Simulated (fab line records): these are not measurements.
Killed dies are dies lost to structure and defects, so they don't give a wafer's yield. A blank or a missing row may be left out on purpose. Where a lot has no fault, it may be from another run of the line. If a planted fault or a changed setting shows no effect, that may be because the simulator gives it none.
fab line records || flow sky130
record: {"lots": 6, "wafers": 18, "last-day": 50}
route steps=708 shown RES_XHIGH@336 SD_N@342
lots with no fault: from the same line, run without faults
start-h: the number of hours between the record's first day and the start of the first shown wafer of the lot || wait-h: hours since the lot's step before || " repeats the value in the row above || L1.1+2: one row covering several wafers at once || - no value, or no start was given || * or withheld: withheld || < > ~ a bound
route shown NAME@n: a module of which the file shows steps, and the number in the route of the first || usual: average and standard deviation across the fault-free wafers || same: alike in all rows || chamber/n: place in a boat || sites: per-site readings || _std_site: standard deviation across them || _edge_site: inner sites' mean taken away from outer sites' mean || radius-mm: how far each site lies from the wafer's centre || mask NAME#n: copy n || behind: the last tool/chamber to shape the wafer || hold: cause of the lot's hold/its duration in hours/its outcome || device: the n, p or np transistor that did not switch || end of line: at the end of the route, the tests of the same wafers || where a step has no rows: the recipe by itself || killed: at the first sort, the dies lost to defects and structure; wafer yield is something else || map: per-die view of a wafer (x killed, . not killed, _ where there is no die)
set.NAME: the run value of the setting; set.NAME@STEP: its run value at that earlier step || model.NAME: the simulator's own value behind a step, which no gauge read
certain route steps with their lots: each step a table, each wafer a row
services: the hour from which a tool's chamber was out of use, counted from the record's first day as start-h (under 0 if before that day), plus the number of hours and why
== steps ==
step: SKY_RES_XHIGH_EXPOSE_04
recipe: {"mask-id": "URPM", "na": 0.6, "source-shape": "conventional", "sigma-outer": 0.6, "polarization": "unpolarized", "target-cd-nm": 1270, "dose-mj": 140}
step: SKY_RES_XHIGH_PEB_05
recipe: {"temp-c": "withheld", "time-s": "*", "resist": "NOVOLAK"}
step: SKY_RES_XHIGH_DEVELOP_06
recipe: {"resist": "NOVOLAK", "developer": "TMAH", "develop-time-s": 60, "dev-temp-c": 23}
step: SKY_RES_XHIGH_IMPLANT_07
recipe: {"species": "BF2", "energy-kev": 20, "dose-cm2": 3.6e+14, "tilt-deg": 0}
step: SKY_RES_XHIGH_STRIP_08
recipe: {"chemistry": "O2/N2", "power-w": 1400, "pressure-mtorr": 1500, "platen-temp-c": "withheld", "o2-flow-sccm": 3000, "n2-flow-sccm": 300, "overash-fraction": 0.5}
usual: {"drypump-motor-current-A": "6.06/0.27", "oes-product-au": "0.711/0.0042", "strip-time-to-endpoint-s": "14.28/0.046"}
{"lot.wafer": "L812.2", "tool": "plasma-asher-01", "chamber": 1, "start-h": 690.33, "wait-h": 0.1, "drypump-motor-current-A": 6.38, "oes-product-au": 0.713, "rf-hours-counter-h": 91, "strip-time-to-endpoint-s": 14.31}
{"lot.wafer": "L812.3", "tool": "plasma-asher-01", "chamber": 0, "start-h": 690.33, "wait-h": 0.1, "drypump-motor-current-A": 6.13, "oes-product-au": 0.708, "rf-hours-counter-h": "-", "strip-time-to-endpoint-s": 14.35}
{"lot.wafer": "L812.4", "tool": "plasma-asher-01", "chamber": 1, "start-h": 690.33, "wait-h": 0.1, "drypump-motor-current-A": 6.33, "oes-product-au": 0.710, "rf-hours-counter-h": "-", "strip-time-to-endpoint-s": 14.38}
{"lot.wafer": "L811.3", "tool": "plasma-asher-01", "chamber": 0, "start-h": 692.13, "wait-h": 0.1, "drypump-motor-current-A": 6.15, "oes-product-au": 0.713, "rf-hours-counter-h": "-", "strip-time-to-endpoint-s": 14.34}
{"lot.wafer": "L811.4", "tool": "plasma-asher-01", "chamber": 1, "start-h": 692.13, "wait-h": 0.1, "drypump-motor-current-A": 6.35, "oes-product-au": 0.706, "rf-hours-counter-h": "-", "strip-time-to-endpoint-s": 14.28}
{"lot.wafer": "L811.6", "tool": "plasma-asher-01", "chamber": 0, "start-h": 692.13, "wait-h": 0.1, "drypump-motor-current-A": 6.16, "oes-product-au": 0.708, "rf-hours-counter-h": "-", "strip-time-to-endpoint-s": 14.32}
{"lot.wafer": "L813.3", "tool": "plasma-asher-01", "chamber": 0, "start-h": 695.86, "wait-h": 0.1, "drypump-motor-current-A": 6.16, "oes-product-au": 0.709, "rf-hours-counter-h": "-", "strip-time-to-endpoint-s": 14.23}
{"lot.wafer": "L813.4", "tool": "plasma-asher-01", "chamber": 1, "start-h": 695.86, "wait-h": 0.1, "drypump-motor-current-A": 6.32, "oes-product-au": 0.709, "rf-hours-counter-h": "-", "strip-time-to-endpoint-s": 14.24}
{"lot.wafer": "L813.6", "tool": "plasma-asher-01", "chamber": 0, "start-h": 695.86, "wait-h": 0.1, "drypump-motor-current-A": 6.17, "oes-product-au": 0.715, "rf-hours-counter-h": "-", "strip-time-to-endpoint-s": 14.24}
{"lot.wafer": "L814.2", "tool": "plasma-asher-03", "chamber": 1, "start-h": 710.80, "wait-h": 0.1, "drypump-motor-current-A": 5.74, "oes-product-au": 0.709, "rf-hours-counter-h": 55, "strip-time-to-endpoint-s": 14.23}
{"lot.wafer": "L814.4", "tool": "plasma-asher-03", "chamber": 0, "start-h": 710.80, "wait-h": 0.1, "drypump-motor-current-A": 5.98, "oes-product-au": 0.708, "rf-hours-counter-h": "-", "strip-time-to-endpoint-s": 14.20}
{"lot.wafer": "L814.6", "tool": "plasma-asher-03", "chamber": 0, "start-h": 710.80, "wait-h": 0.1, "drypump-motor-current-A": 5.94, "oes-product-au": 0.708, "rf-hours-counter-h": "-", "strip-time-to-endpoint-s": 14.23}
{"lot.wafer": "L819.1", "tool": "plasma-asher-01", "chamber": 1, "start-h": 745.98, "wait-h": 0.1, "drypump-motor-current-A": 6.33, "oes-product-au": 0.713, "rf-hours-counter-h": 96, "strip-time-to-endpoint-s": 14.29}
{"lot.wafer": "L819.4", "tool": "plasma-asher-01", "chamber": 1, "start-h": 745.98, "wait-h": 0.1, "drypump-motor-current-A": 6.32, "oes-product-au": 0.713, "rf-hours-counter-h": "-", "strip-time-to-endpoint-s": 14.32}
{"lot.wafer": "L819.6", "tool": "plasma-asher-01", "chamber": 1, "start-h": 745.98, "wait-h": 0.1, "drypump-motor-current-A": 6.30, "oes-product-au": 0.716, "rf-hours-counter-h": "-", "strip-time-to-endpoint-s": 14.26}
{"lot.wafer": "L826.1", "tool": "plasma-asher-01", "chamber": 0, "start-h": 800.10, "wait-h": 0.1, "drypump-motor-current-A": 6.20, "oes-product-au": 0.712, "rf-hours-counter-h": 102, "strip-time-to-endpoint-s": 14.25}
{"lot.wafer": "L826.2", "tool": "plasma-asher-01", "chamber": 1, "start-h": 800.10, "wait-h": 0.1, "drypump-motor-current-A": 6.35, "oes-product-au": 0.709, "rf-hours-counter-h": 102, "strip-time-to-endpoint-s": 14.27}
{"lot.wafer": "L826.4", "tool": "plasma-asher-01", "chamber": 0, "start-h": 800.10, "wait-h": 0.1, "drypump-motor-current-A": 6.20, "oes-product-au": 0.713, "rf-hours-counter-h": "-", "strip-time-to-endpoint-s": 14.29}
step: SKY_RES_XHIGH_TW_MEAS_09
usual: {"RES_XHIGH_TW": "1646/15"}
{"lot.wafer": "L812.2", "tool": "film-metro-04", "chamber": "-", "start-h": 690.44, "wait-h": 0.1, "RES_XHIGH_TW": 1665}
{"lot.wafer": "L812.3", "tool": "film-metro-04", "chamber": "-", "start-h": 690.44, "wait-h": 0.1, "RES_XHIGH_TW": 1659}
{"lot.wafer": "L812.4", "tool": "film-metro-04", "chamber": "-", "start-h": 690.44, "wait-h": 0.1, "RES_XHIGH_TW": 1650}
{"lot.wafer": "L811.3", "tool": "film-metro-03", "chamber": "-", "start-h": 692.22, "wait-h": 0.1, "RES_XHIGH_TW": 1636}
{"lot.wafer": "L811.4", "tool": "film-metro-03", "chamber": "-", "start-h": 692.22, "wait-h": 0.1, "RES_XHIGH_TW": 1634}
{"lot.wafer": "L811.6", "tool": "film-metro-03", "chamber": "-", "start-h": 692.22, "wait-h": 0.1, "RES_XHIGH_TW": 1630}
{"lot.wafer": "L813.3", "tool": "film-metro-03", "chamber": "-", "start-h": 695.95, "wait-h": 0.1, "RES_XHIGH_TW": 1631}
{"lot.wafer": "L813.4", "tool": "film-metro-03", "chamber": "-", "start-h": 695.95, "wait-h": 0.1, "RES_XHIGH_TW": 1644}
{"lot.wafer": "L813.6", "tool": "film-metro-03", "chamber": "-", "start-h": 695.95, "wait-h": 0.1, "RES_XHIGH_TW": 1636}
{"lot.wafer": "L814.2", "tool": "film-metro-03", "chamber": "-", "start-h": 710.91, "wait-h": 0.1, "RES_XHIGH_TW": 1629}
{"lot.wafer": "L814.4", "tool": "film-metro-03", "chamber": "-", "start-h": 710.91, "wait-h": 0.1, "RES_XHIGH_TW": 1619}
{"lot.wafer": "L814.6", "tool": "film-metro-03", "chamber": "-", "start-h": 710.91, "wait-h": 0.1, "RES_XHIGH_TW": 1627}
{"lot.wafer": "L819.1", "tool": "film-metro-04", "chamber": "-", "start-h": 746.08, "wait-h": 0.1, "RES_XHIGH_TW": 1659}
{"lot.wafer": "L819.4", "tool": "film-metro-04", "chamber": "-", "start-h": 746.08, "wait-h": 0.1, "RES_XHIGH_TW": 1657}
{"lot.wafer": "L819.6", "tool": "film-metro-04", "chamber": "-", "start-h": 746.08, "wait-h": 0.1, "RES_XHIGH_TW": 1664}
{"lot.wafer": "L826.1", "tool": "film-metro-04", "chamber": "-", "start-h": 800.20, "wait-h": 0.1, "RES_XHIGH_TW": 1657}
{"lot.wafer": "L826.2", "tool": "film-metro-04", "chamber": "-", "start-h": 800.20, "wait-h": 0.1, "RES_XHIGH_TW": 1655}
{"lot.wafer": "L826.4", "tool": "film-metro-04", "chamber": "-", "start-h": 800.20, "wait-h": 0.1, "RES_XHIGH_TW": 1651}
step: SKY_SD_N_DEHYDRATE_00
recipe: {"temp-c": 200, "time-s": 60}
step: SKY_SD_N_HMDS_01
recipe: {"prime-time-s": 60, "prime-temp-c": 120}
step: SKY_SD_N_COAT_02
recipe: {"resist": "NOVOLAK", "spin-rpm": 3000, "resist-thk-nm": 1140}
step: SKY_SD_N_SOFTBAKE_03
recipe: {"temp-c": 90, "time-s": 60, "resist": "NOVOLAK"}
step: SKY_SD_N_EXPOSE_04
recipe: {"mask-id": "NSDM", "na": 0.6, "source-shape": "conventional", "sigma-outer": 0.6, "polarization": "unpolarized", "target-cd-nm": 380, "dose-mj": 141}
step: SKY_SD_N_PEB_05
recipe: {"temp-c": "withheld", "time-s": "*", "resist": "NOVOLAK"}
step: SKY_SD_N_DEVELOP_06
recipe: {"resist": "NOVOLAK", "developer": "TMAH", "develop-time-s": 60, "dev-temp-c": 23}
usual: {"chill-plate-temp-C": "22.99/0.11", "develop-time-s": "60/0"}
{"lot.wafer": "L812.2", "tool": "litho-track-01", "chamber": 0, "start-h": 717.81, "wait-h": 0.1, "chill-plate-temp-C": 22.81, "develop-time-s": 60}
{"lot.wafer": "L812.3", "tool": "litho-track-01", "chamber": 0, "start-h": 717.81, "wait-h": 0.1, "chill-plate-temp-C": 23.09, "develop-time-s": 60}
{"lot.wafer": "L812.4", "tool": "litho-track-01", "chamber": 0, "start-h": 717.81, "wait-h": 0.1, "chill-plate-temp-C": 23.03, "develop-time-s": 60}
{"lot.wafer": "L811.3", "tool": "litho-track-02", "chamber": 0, "start-h": 719.36, "wait-h": 0.1, "chill-plate-temp-C": 23.07, "develop-time-s": 60}
{"lot.wafer": "L811.4", "tool": "litho-track-02", "chamber": 0, "start-h": 719.36, "wait-h": 0.1, "chill-plate-temp-C": 23.02, "develop-time-s": 60}
{"lot.wafer": "L811.6", "tool": "litho-track-02", "chamber": 0, "start-h": 719.36, "wait-h": 0.1, "chill-plate-temp-C": 22.96, "develop-time-s": 60}
{"lot.wafer": "L813.3", "tool": "litho-track-02", "chamber": "-", "start-h": 723.46, "wait-h": 0.1, "chill-plate-temp-C": "-", "develop-time-s": "-"}
{"lot.wafer": "L813.4", "tool": "litho-track-02", "chamber": "-", "start-h": 723.46, "wait-h": 0.1, "chill-plate-temp-C": "-", "develop-time-s": "-"}
{"lot.wafer": "L813.6", "tool": "litho-track-02", "chamber": "-", "start-h": 723.46, "wait-h": 0.1, "chill-plate-temp-C": "-", "develop-time-s": "-"}
{"lot.wafer": "L814.2", "tool": "litho-track-03", "chamber": "-", "start-h": 739.05, "wait-h": 0.1, "chill-plate-temp-C": "-", "develop-time-s": "-"}
{"lot.wafer": "L814.4", "tool": "litho-track-03", "chamber": "-", "start-h": 739.05, "wait-h": 0.1, "chill-plate-temp-C": "-", "develop-time-s": "-"}
{"lot.wafer": "L814.6", "tool": "litho-track-03", "chamber": "-", "start-h": 739.05, "wait-h": 0.1, "chill-plate-temp-C": "-", "develop-time-s": "-"}
{"lot.wafer": "L819.1", "tool": "litho-track-01", "chamber": 0, "start-h": 773.54, "wait-h": 0.1, "chill-plate-temp-C": 23.15, "develop-time-s": 60}
{"lot.wafer": "L819.4", "tool": "litho-track-01", "chamber": 0, "start-h": 773.54, "wait-h": 0.1, "chill-plate-temp-C": 23.03, "develop-time-s": 60}
{"lot.wafer": "L819.6", "tool": "litho-track-01", "chamber": 0, "start-h": 773.54, "wait-h": 0.1, "chill-plate-temp-C": 22.97, "develop-time-s": 60}
{"lot.wafer": "L826.1", "tool": "litho-track-03", "chamber": 0, "start-h": 826.43, "wait-h": 0.1, "chill-plate-temp-C": 22.99, "develop-time-s": 60}
{"lot.wafer": "L826.2", "tool": "litho-track-03", "chamber": 0, "start-h": 826.43, "wait-h": 0.1, "chill-plate-temp-C": 22.99, "develop-time-s": 60}
{"lot.wafer": "L826.4", "tool": "litho-track-03", "chamber": 0, "start-h": 826.43, "wait-h": 0.1, "chill-plate-temp-C": 23.14, "develop-time-s": 60}
step: SKY_SD_N_CD_MEAS_07
recipe: {"target-cd-nm": 380}
usual: {"cd-nm": "381.3/2.1"}
{"lot.wafer": "L812.2", "tool": "cd-sem-01", "chamber": "-", "start-h": 717.96, "wait-h": 0.1, "cd-nm": 380.4}
{"lot.wafer": "L812.3", "tool": "cd-sem-01", "chamber": "-", "start-h": 717.96, "wait-h": 0.1, "cd-nm": 381.0}
{"lot.wafer": "L812.4", "tool": "cd-sem-01", "chamber": "-", "start-h": 717.96, "wait-h": 0.1, "cd-nm": 381.3}
{"lot.wafer": "L811.3", "tool": "cd-sem-02", "chamber": "-", "start-h": 719.50, "wait-h": 0.1, "cd-nm": 380.0}
{"lot.wafer": "L811.4", "tool": "cd-sem-02", "chamber": "-", "start-h": 719.50, "wait-h": 0.1, "cd-nm": 380.5}
{"lot.wafer": "L811.6", "tool": "cd-sem-02", "chamber": "-", "start-h": 719.50, "wait-h": 0.1, "cd-nm": 380.5}
{"lot.wafer": "L813.3", "tool": "cd-sem-02", "chamber": "-", "start-h": 723.60, "wait-h": 0.1, "cd-nm": "-"}
{"lot.wafer": "L813.4", "tool": "cd-sem-02", "chamber": "-", "start-h": 723.60, "wait-h": 0.1, "cd-nm": "-"}
{"lot.wafer": "L813.6", "tool": "cd-sem-02", "chamber": "-", "start-h": 723.60, "wait-h": 0.1, "cd-nm": "-"}
{"lot.wafer": "L814.2", "tool": "cd-sem-01", "chamber": "-", "start-h": 739.20, "wait-h": 0.1, "cd-nm": "-"}
{"lot.wafer": "L814.4", "tool": "cd-sem-01", "chamber": "-", "start-h": 739.20, "wait-h": 0.1, "cd-nm": "-"}
{"lot.wafer": "L814.6", "tool": "cd-sem-01", "chamber": "-", "start-h": 739.20, "wait-h": 0.1, "cd-nm": "-"}
{"lot.wafer": "L819.1", "tool": "cd-sem-02", "chamber": "-", "start-h": 773.69, "wait-h": 0.1, "cd-nm": 381.4}
{"lot.wafer": "L819.4", "tool": "cd-sem-02", "chamber": "-", "start-h": 773.69, "wait-h": 0.1, "cd-nm": 382.4}
{"lot.wafer": "L819.6", "tool": "cd-sem-02", "chamber": "-", "start-h": 773.69, "wait-h": 0.1, "cd-nm": 380.1}
{"lot.wafer": "L826.1", "tool": "cd-sem-01", "chamber": "-", "start-h": 826.58, "wait-h": 0.1, "cd-nm": 380.8}
{"lot.wafer": "L826.2", "tool": "cd-sem-01", "chamber": "-", "start-h": 826.58, "wait-h": 0.1, "cd-nm": 381.4}
{"lot.wafer": "L826.4", "tool": "cd-sem-01", "chamber": "-", "start-h": 826.58, "wait-h": 0.1, "cd-nm": 380.7}
== services ==
{"tool": "litho-track-03", "chamber": "-", "start-h": 736.50, "hours": "-", "kind": "consumable-replace:filter"}
{"tool": "plasma-asher-03", "chamber": "-", "start-h": 743.87, "hours": 2.8, "kind": "pm"}
{"tool": "plasma-asher-03", "chamber": "-", "start-h": 772.51, "hours": 3.8, "kind": "repair"}
{"tool": "plasma-asher-03", "chamber": "-", "start-h": 796.01, "hours": 2.4, "kind": "repair"}
{"tool": "plasma-asher-01", "chamber": "-", "start-h": 818.64, "hours": 16.4, "kind": "pm"}
{"tool": "litho-track-02", "chamber": "-", "start-h": 826.07, "hours": "-", "kind": "consumable-replace:filter"}
== key ==
first-sign: {"step": "SKY_SD_N_DEVELOP_06", "reading": "tool-record", "direction": "missing"}
effect none on later readings
met-at SKY_SD_N_DEVELOP_06
struck-wafers L813.3,L813.4,L813.6,L814.2,L814.4,L814.6
sort-left-out L813.3,L813.4,L813.6,L814.2,L814.4,L814.6
tester-left-out L813,L814
onset-between 719.36 723.46
fault: {"kind": "skipped-step-whole", "tool": "litho-track-02,litho-track-03", "chamber": "-", "onset-h": 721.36, "steps": "SKY_SD_N_DEVELOP_06", "scope": "struck-lots-only"}
tester-left-out: of these lots the tester's yield and bins aren't shown, on N5 and GAA mostly nor the transistor test; their killed dies are dies lost to structure and defects alone, not to doping, threshold or leakage, so they don't give the yield
sort-left-out: the simulated sort isn't trusted on such a fault, so these wafers' sort isn't shown, and their yield isn't known
